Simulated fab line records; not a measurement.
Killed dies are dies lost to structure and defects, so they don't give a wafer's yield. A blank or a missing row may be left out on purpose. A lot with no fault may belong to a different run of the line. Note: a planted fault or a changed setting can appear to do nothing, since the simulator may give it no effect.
A struck lot beside a sound one	flow sky130	15 out of 708 route steps
Sound: the wafers L963.3, L963.5, L963.6. The struck wafers were L973.3, L973.4, L973.6. At the end, the cause is stated.
Each step with rows lists, per side, the tool, then ch with its chambers, then its first start. Under that, the readings that differ: sound wafers	struck wafers	difference of the means	sigmas: that difference in standard deviations of wafers without a fault.
alike: same words and numbers on both sides, and readings whose means sit less than 2 such deviations apart. not compared: any withheld reading, any reading some wafer has no value for, any bound like >300 that may hide the same value, and any number with overlapping values for which the record gives no deviation.
Wherever a step has rows on one side only, a row that says differs or no value, or a row with sigmas, the two part there. Numbers that have no deviation but don't overlap get no sigmas and don't part them. A reading missing from all wafers of one side parts the sides only when that side holds two or more wafers.

SKY_VT_ADJUST_LVTN_OVL_MEAS_07:
  sound: overlay-02 at day 7 15:50; struck: overlay-02 at day 10 03:20
  alike: VT_ADJUST_LVTN_OVL
then, 1 step without rows for these wafers: SKY_VT_ADJUST_LVTN_IMPLANT_08.
SKY_VT_ADJUST_LVTN_STRIP_09: strips in O2/N2.
  sound on plasma_asher-01 ch 0,1, day 7 16:02; struck on plasma_asher-04 ch 0,1, day 10 03:32
reading	sound	struck	difference	sigmas
drypump_motor_current_A (A)	5.47 5.72 5.48	5.88 5.77 5.85	+0.28	+2
  alike: n2_flow_sccm, oes_product_au, strip_time_to_endpoint_s
  not compared: rf_hours_counter_h
SKY_VT_ADJUST_LVTN_TW_MEAS_10:
  sound: film_metro-04 at day 7 16:08; struck: film_metro-01 at day 10 03:38
  alike: VT_ADJUST_LVTN_TW
then, 7 steps without rows for these wafers: SKY_VT_ADJUST_LVTN_DEHYDRATE_11 (time 60 s); SKY_VT_ADJUST_LVTN_HMDS_12 (prime time 60 s); SKY_VT_ADJUST_LVTN_COAT_13 (resist thk 1140 nm); SKY_VT_ADJUST_LVTN_SOFTBAKE_14 (time 60 s); SKY_VT_ADJUST_LVTN_EXPOSE_15 (exposes mask HVN STD DERIVED, target cd 600 nm); SKY_VT_ADJUST_LVTN_PEB_16; SKY_VT_ADJUST_LVTN_DEVELOP_17 (develop time 60 s).
SKY_VT_ADJUST_LVTN_OVL_MEAS_18:
  sound: overlay-01 at day 8 11:02; struck: overlay-02 at day 11 02:48
  alike: VT_ADJUST_LVTN_01_OVL
SKY_VT_ADJUST_LVTN_IMPLANT_19:
  sound on implanter-03 ch 0, day 8 11:07; struck on implanter-02 ch 0, day 11 02:52
reading	sound	struck	difference	sigmas
beam_energy_keV	29.993 29.987 30.005	30.679 30.678 30.673	+0.682	+68
model.implant.drp_nm (nm)	42.97 42.97 42.97	43.68 43.68 43.68	+0.71	
SKY_VT_ADJUST_LVTN_STRIP_20: strips in O2/N2.
  sound on plasma_asher-02 ch 0,1, day 8 11:14; struck on plasma_asher-04 ch 0,1, day 11 03:00
  alike: drypump_motor_current_A, n2_flow_sccm, oes_product_au, strip_time_to_endpoint_s
  not compared: rf_hours_counter_h
then, 1 step without rows for these wafers: SKY_PAD_OPEN_PROBE_99.

WHERE THEY PART
First at SKY_VT_ADJUST_LVTN_STRIP_09; last, within this record, at SKY_VT_ADJUST_LVTN_IMPLANT_19. Later steps at which nothing parts them and some readings are alike: SKY_VT_ADJUST_LVTN_STRIP_20.

WHY: what the simulator had put in
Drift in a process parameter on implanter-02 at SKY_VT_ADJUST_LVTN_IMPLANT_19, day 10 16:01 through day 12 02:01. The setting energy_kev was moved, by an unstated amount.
